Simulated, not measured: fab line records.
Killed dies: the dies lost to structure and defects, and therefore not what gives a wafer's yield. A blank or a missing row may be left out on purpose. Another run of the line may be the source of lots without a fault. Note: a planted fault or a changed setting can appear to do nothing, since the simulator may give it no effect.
Comparing a struck lot with a sound one || flow sky130 || 13 out of 708 route steps
Sound: the wafers L311.2, L311.4, L311.6. Struck: wafers L301.2, L301.3, L301.5. At the end, the cause is stated.
Each step with rows lists, per side, the tool, then ch with its chambers, then its first start. Under that, the readings that differ: sound wafers || struck wafers || difference of the means || sigmas: that difference in standard deviations of wafers without a fault.
alike: a reading whose means differ by less than 2 such deviations, as well as words and numbers matching on both sides. not compared: withheld readings; readings where some wafer has no value; bounds like >300 that might hide an equal value; numbers whose values overlap and for which the record gives no deviation.
Wherever a step has rows on one side only, a row that says differs or no value, or a row with sigmas, the two part there. Numbers that don't overlap but have no deviation are shown without sigmas and don't part them. A reading missing from all wafers of one side parts the sides only when that side holds two or more wafers.

SKY_VIA3_CD_MEAS_12: target cd 200 nm.
  sound: cdSem-01 at day 45 00:49; struck: cdSem-02 at day 42 00:49
  alike: cdNm
SKY_VIA3_OVL_MEAS_13:
  sound: overlay-02 at day 45 00:55; struck: overlay-01 at day 42 00:55
  alike: VIA3_OVL
SKY_VIA3_ETCH_14: etches BARC in N2/H2, stops on SiO2, time 45.9 s, target depth 60 nm.
  sound on rieDiel-03 ch 0,1, day 45 00:56; struck on rieDiel-02 ch 1,3, day 42 00:56
  alike: biasW, drypumpMotorCurrentA, n2FlowSccm, oesProductAu, throttleValvePct
  not compared: rfHoursCounterH
SKY_VIA3_ETCH_15: etches SiO2 in C4F8/O2/Ar, stops on TiN, target depth 507 nm, time 78 s.
  sound on rieDiel-03 ch 0,1, day 45 00:59; struck on rieDiel-02 ch 1,3, day 42 00:59
  alike: biasW, oesProductAu
  not compared: rfHoursCounterH
SKY_VIA3_STRIP_16: strips in O2/N2.
  sound on plasmaAsher-02 ch 0,1, day 45 01:02; struck on plasmaAsher-03 ch 0,1, day 42 01:02
  alike: drypumpMotorCurrentA, n2FlowSccm, oesProductAu, stripTimeToEndpointS
  not compared: rfHoursCounterH
then, 3 steps without rows for these wafers: SKY_VIA3_STRIP_17 (strips in post etch residue remover, time 1200 s); SKY_VIA3_CLEAN_18 (cleans in IPA, time 180 s); SKY_VIA3_CLEAN_19 (cleans in O3/DIW).
SKY_VIA3_SPUTTER_20: material TiN, target thk 20 nm, time 80 s.
  sound: pvdSputter-02 at day 45 01:38; struck: pvdSputter-02 at day 42 01:40
  alike: throttleValvePct
SKY_VIA3_CVD_21: deposits W, target thk 390 nm, time 117.31 s.
  sound on cvdW-02 ch 0,1, day 45 01:42; struck on cvdW-02 ch 0,1, day 42 01:44
  alike: heaterPowerW
SKY_VIA3_RS_MEAS_22: the measuring method here is four-point-probe.
  sound: filmMetro-04 at day 45 01:50; struck: filmMetro-04 at day 42 01:53
  alike: VIA3_W_RS
SKY_VIA3_THK_MEAS_23: measures by xrf.
  sound: filmMetro-04 at day 45 01:57; struck: filmMetro-04 at day 42 01:59
  alike: VIA3_W_THK
SKY_VIA3_CMP_24: polishes, stops on SiO2, t overpolish 20 s, target thk 0 nm.
  sound on cmp-01 ch 2,3, day 45 02:03; struck on cmp-01 ch 1,3, day 42 02:02
  no value came back on the struck wafers for any of 5 readings (edgeZonePressureFrac, headPressurePsi (psi) and others); on the sound wafers edgeZonePressureFrac reads 0.995 1.008 1.010
{"reading": "model.W_of_VIA3_CVD_21.thkNm (nm)", "sound": "0 0 0", "struck": "381.6 381.7 380.1", "difference": "+381.1", "sigmas": ""}
{"reading": "model.SiO2_of_VIA3_HDPCVD_00.thkNm (nm)", "sound": "460.6 460.9 461.7", "struck": "465.8 466.8 465.6", "difference": "+5.0", "sigmas": ""}

WHERE THEY PART
Only at SKY_VIA3_CMP_24, within this record.

WHY: what the simulator had put in
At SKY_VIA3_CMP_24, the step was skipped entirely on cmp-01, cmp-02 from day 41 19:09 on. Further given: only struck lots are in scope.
